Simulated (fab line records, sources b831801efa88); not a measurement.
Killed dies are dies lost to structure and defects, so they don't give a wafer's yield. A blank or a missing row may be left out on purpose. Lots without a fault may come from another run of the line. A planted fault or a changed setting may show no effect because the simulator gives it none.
fab line records | flow gf180mcu | part 2 of 2: steps 30 to 41 of 41
record lots=5 wafers=15 last_day=33
route steps=602 shown HV_LDD@209 NSD@235 PSD@248
lots that met no fault: from a run of the same line without faults
start_h: hours from the record's first day to the start of the lot's first wafer shown | wait_h: hours since the lot's step before | " the same as in the row above | L1.1+2: a row that stands for several wafers | - no value, or no start given | * or withheld: withheld | < > ~ a bound
route shown NAME@n: a module of which the file shows steps, and the number in the route of the first | usual: mean/standard deviation of fault-free wafers | same: alike in all rows | chamber/n: place in a boat | sites: the reading at each site | _std_site: their standard deviation | _edge_site: outer sites' mean less inner sites' | radius_mm: how far each site lies from the wafer's centre | mask NAME#n: copy n | behind: the tool/chamber that last shaped the wafer | hold: why the lot was held/for how many hours/how that ended | device: the transistor (n, p or np) that didn't switch | end of line: the same wafers' tests at the end of the route | a step without rows: its recipe alone | killed: dies lost to structure and defects at the first sort, not the wafer's yield | map: a wafer's dies, x killed, . not, _ none there
set.NAME: the setting as run; set.NAME@STEP: as run at that earlier step | model.NAME: the simulator's own value behind a step, which no gauge read
lots at some steps of the route; a table a step, a row a wafer
services: from which hour (start_h, from the record's first day; less than 0 if before it) a tool's chamber was out of use, for how many hours, and why
## steps
# step GF_NSD_SOFTBAKE_03
# recipe temp_c=90 time_s=60 resist=NOVOLAK
# usual plate_temp_C=89.99/0.14
# columns lot.wafer tool chamber start_h wait_h plate_temp_C
L074.2 litho_track-02 0 290.91 0.1 90.19
L074.3 " 0 " " 90.06
L074.6 " 0 " " 89.82
L083.1 litho_track-02 0 366.43 0.1 89.96
L083.5 " 0 " " 89.95
L083.6 " 0 " " 89.98
L085.1 litho_track-01 0 381.28 0.1 90.13
L085.3 " 0 " " 89.77
L085.5 " 0 " " 89.99
L086.1 litho_track-02 0 384.23 0.1 90.04
L086.2 " 0 " " 89.87
L086.4 " 0 " " 89.96
L095.1 litho_track-01 0 454.47 0.1 90.03
L095.4 " 0 " " 90.04
L095.5 " 0 " " 90.00
# step GF_NSD_EXPOSE_04
# recipe mask_id=Nplus target_cd_nm=400 na=0.6 source_shape=conventional sigma_outer=0.6 dose_mj=140
# usual reticle_temp_C=23.01/0.12
# columns lot.wafer tool chamber start_h wait_h mask reticle_temp_C
L074.2 iline_stepper-02 0 - - Nplus#0 23.00
L074.3 " 0 " " Nplus#0 22.93
L074.6 " 0 " " Nplus#0 22.95
L083.1 iline_stepper-02 0 - - Nplus#0 22.83
L083.5 " 0 " " Nplus#0 22.83
L083.6 " 0 " " Nplus#0 22.73
L085.1 iline_stepper-01 0 - - Nplus#0 23.24
L085.3 " 0 " " Nplus#0 23.10
L085.5 " 0 " " Nplus#0 23.24
L086.1 iline_stepper-01 0 - - Nplus#0 23.06
L086.2 " 0 " " Nplus#0 23.21
L086.4 " 0 " " Nplus#0 23.08
L095.1 iline_stepper-01 0 - - Nplus#0 23.20
L095.4 " 0 " " Nplus#0 22.98
L095.5 " 0 " " Nplus#0 23.13
# step GF_NSD_PEB_05
# recipe temp_c=withheld time_s=* resist=NOVOLAK
# columns lot.wafer tool chamber start_h wait_h
L074.2+3+6 litho_track-04 0 - -
L083.1+5+6 litho_track-04 0 - -
L085.1+3+5 litho_track-02 0 - -
L086.1+2+4 litho_track-02 0 - -
L095.1+4+5 litho_track-04 0 - -
# step GF_NSD_DEVELOP_06
# recipe develop_time_s=60 dev_temp_c=23
# columns lot.wafer tool chamber start_h wait_h
L074.2+3+6 litho_track-04 0 301.32 0.1
L083.1+5+6 litho_track-04 0 377.45 0.1
L085.1+3+5 litho_track-02 0 392.58 0.1
L086.1+2+4 litho_track-02 0 395.43 0.1
L095.1+4+5 litho_track-04 0 466.40 0.1
# step GF_NSD_CD_MEAS_07
# recipe target_cd_nm=400
# usual cd_nm=400.3/2.1
# columns lot.wafer tool chamber start_h wait_h cd_nm
L074.2 cd_sem-01 - 301.47 0.1 401.6
L074.3 " - " " 401.8
L074.6 " - " " 401.8
L083.1 cd_sem-02 - 377.67 0.2 399.5
L083.5 " - " " 400.0
L083.6 " - " " 400.0
L085.1 cd_sem-02 - 392.73 0.1 398.7
L085.3 " - " " 401.1
L085.5 " - " " 398.6
L086.1 cd_sem-02 - 395.58 0.1 400.3
L086.2 " - " " 398.5
L086.4 " - " " 399.1
L095.1 cd_sem-02 - 466.55 0.1 401.6
L095.4 " - " " 398.5
L095.5 " - " " 403.4
# step GF_NSD_OVL_MEAS_08
# usual NSD_OVL=0.3/1.3
# columns lot.wafer tool chamber start_h wait_h NSD_OVL[nm]
L074.2 overlay-01 - 301.57 0.1 -0.4
L074.3 " - " " -1.5
L074.6 " - " " 0.5
L083.1 overlay-01 - 377.79 0.1 -0.3
L083.5 " - " " -0.6
L083.6 " - " " 1.1
L085.1 overlay-01 - 392.85 0.1 0.7
L085.3 " - " " 0.6
L085.5 " - " " 1.5
L086.1 overlay-01 - 395.70 0.1 -0.9
L086.2 " - " " -0.7
L086.4 " - " " -1.0
L095.1 overlay-02 - 466.67 0.1 0.0
L095.4 " - " " -0.3
L095.5 " - " " 1.3
# step GF_NSD_IMPLANT_09
# recipe species=As energy_kev=60 dose_cm2=4e+15 tilt_deg=7
# columns lot.wafer tool chamber start_h wait_h
L074.2+3+6 implanter-03 0 301.63 0.0
L083.1+5+6 implanter-04 0 377.82 0.0
L085.1+3+5 implanter-04 0 392.89 0.0
L086.1+2+4 implanter-03 0 395.74 0.0
L095.1+4+5 implanter-03 0 466.70 0.0
# step GF_NSD_IMPLANT_10
# recipe species=P energy_kev=40 dose_cm2=5e+14 tilt_deg=7
# columns lot.wafer tool chamber start_h wait_h
L074.2+3+6 implanter-03 0 301.78 0.1
L083.1+5+6 implanter-04 0 377.97 0.1
L085.1+3+5 implanter-04 0 393.04 0.1
L086.1+2+4 implanter-03 0 395.89 0.1
L095.1+4+5 implanter-03 0 466.85 0.1
# step GF_NSD_STRIP_11
# recipe chemistry=O2/N2 power_w=1400 pressure_mtorr=1500 platen_temp_c=250 o2_flow_sccm=3000 n2_flow_sccm=300 overash_fraction=0.5
# usual drypump_motor_current_A=5.6/0.52 heater_power_w=323/13 oes_product_au=0.487/0.0048 strip_time_to_endpoint_s=22.97/0.041
# columns lot.wafer tool chamber start_h wait_h drypump_motor_current_A heater_power_w oes_product_au rf_hours_counter_h strip_time_to_endpoint_s
L074.2 plasma_asher-04 1 301.90 0.1 4.8 311 0.487 51 22.90
L074.3 " 0 " " 6.1 341 0.487 - 22.87
L074.6 " 0 " " 6.1 330 0.489 - 22.89
L083.1 plasma_asher-02 1 378.12 0.1 5.9 313 0.489 28 23.01
L083.5 " 0 " " 5.2 317 0.488 - 23.02
L083.6 " 1 " " 5.9 305 0.485 - 23.00
L085.1 plasma_asher-04 0 393.19 0.1 6.1 331 0.483 60 23.00
L085.3 " 1 " " 4.8 311 0.490 - 22.97
L085.5 " 0 " " 6.1 338 0.489 - 22.99
L086.1 plasma_asher-03 0 396.04 0.1 5.9 349 0.490 78 22.94
L086.2 " 1 " " 5.5 324 0.490 78 23.00
L086.4 " 0 " " 5.9 343 0.482 - 23.00
L095.1 plasma_asher-02 0 467.00 0.1 5.2 317 0.494 37 22.95
L095.4 " 1 " " 6.0 303 0.484 - 22.99
L095.5 " 1 " " 5.9 304 0.487 - 22.95
# step GF_NSD_TW_MEAS_12
# usual NSD_TW=4254/58
# columns lot.wafer tool chamber start_h wait_h NSD_TW
L074.2 film_metro-01 - 302.01 0.1 4305
L074.3 " - " " 4291
L074.6 " - " " 4317
L083.1 film_metro-02 - 378.22 0.1 4182
L083.5 " - " " 4171
L083.6 " - " " 4189
L085.1 film_metro-02 - 393.29 0.1 4179
L085.3 " - " " 4194
L085.5 " - " " 4188
L086.1 film_metro-03 - 396.14 0.1 4299
L086.2 " - " " 4294
L086.4 " - " " 4273
L095.1 film_metro-03 - 467.10 0.1 4326
L095.4 " - " " 4319
L095.5 " - " " 4305
# step GF_PSD_DEHYDRATE_00
# recipe temp_c=200 time_s=60
# usual plate_temp_C=199.98/0.2
# columns lot.wafer tool chamber start_h wait_h plate_temp_C
L074.2 litho_track-01 0 311.65 9.6 200.03
L074.3 " 0 " " 199.90
L074.6 " 0 " " 200.18
L083.1 litho_track-01 0 388.58 10.3 199.75
L083.5 " 0 " " 199.82
L083.6 " 0 " " 200.05
L085.1 litho_track-01 0 404.78 11.5 200.15
L085.3 " 0 " " 199.97
L085.5 " 0 " " 199.76
L086.1 litho_track-01 0 407.28 11.1 200.19
L086.2 " 0 " " 200.16
L086.4 " 0 " " 200.05
L095.1 litho_track-01 0 478.37 11.3 199.67
L095.4 " 0 " " 199.85
L095.5 " 0 " " 200.14
# step GF_PSD_HMDS_01
# recipe prime_time_s=60 prime_temp_c=120
# columns lot.wafer tool chamber start_h wait_h
L074.2+3+6 litho_track-01 0 311.80 0.1
L083.1+5+6 litho_track-01 0 388.73 0.1
L085.1+3+5 litho_track-01 0 404.93 0.1
L086.1+2+4 litho_track-01 0 407.43 0.1
L095.1+4+5 litho_track-01 0 478.52 0.1
## services
# columns tool chamber start_h hours kind
plasma_asher-02 - 236.46 3.6 repair
iline_stepper-02 - 242.45 4.4 repair
implanter-04 - 242.50 4.5 repair
plasma_asher-01 - 256.53 1.6 repair
iline_stepper-02 - 258.01 4.4 pm
plasma_asher-01 - 268.68 0.6 repair
iline_stepper-01 - 271.93 1.7 pm
implanter-03 - 279.14 1.9 repair
plasma_asher-01 - 293.53 2.8 pm
plasma_asher-02 - 301.96 2.8 pm
wet_bench-04 - 308.77 4.4 pm
iline_stepper-02 - 375.24 28.9 pm
implanter-02 - 383.99 6.1 repair
plasma_asher-02 - 399.65 2.5 repair
iline_stepper-02 - 404.13 1.7 pm
implanter-03 - 405.15 4.6 pm
implanter-03 - 417.90 3.5 repair
implanter-03 - 420.18 2.8 repair
iline_stepper-01 - 422.09 5.5 repair
implanter-03 - 428.93 2.0 repair
implanter-03 - 445.95 1.6 repair
implanter-03 - 449.00 2.9 repair
implanter-02 - 461.47 2.9 repair
implanter-04 - 470.23 2.5 repair
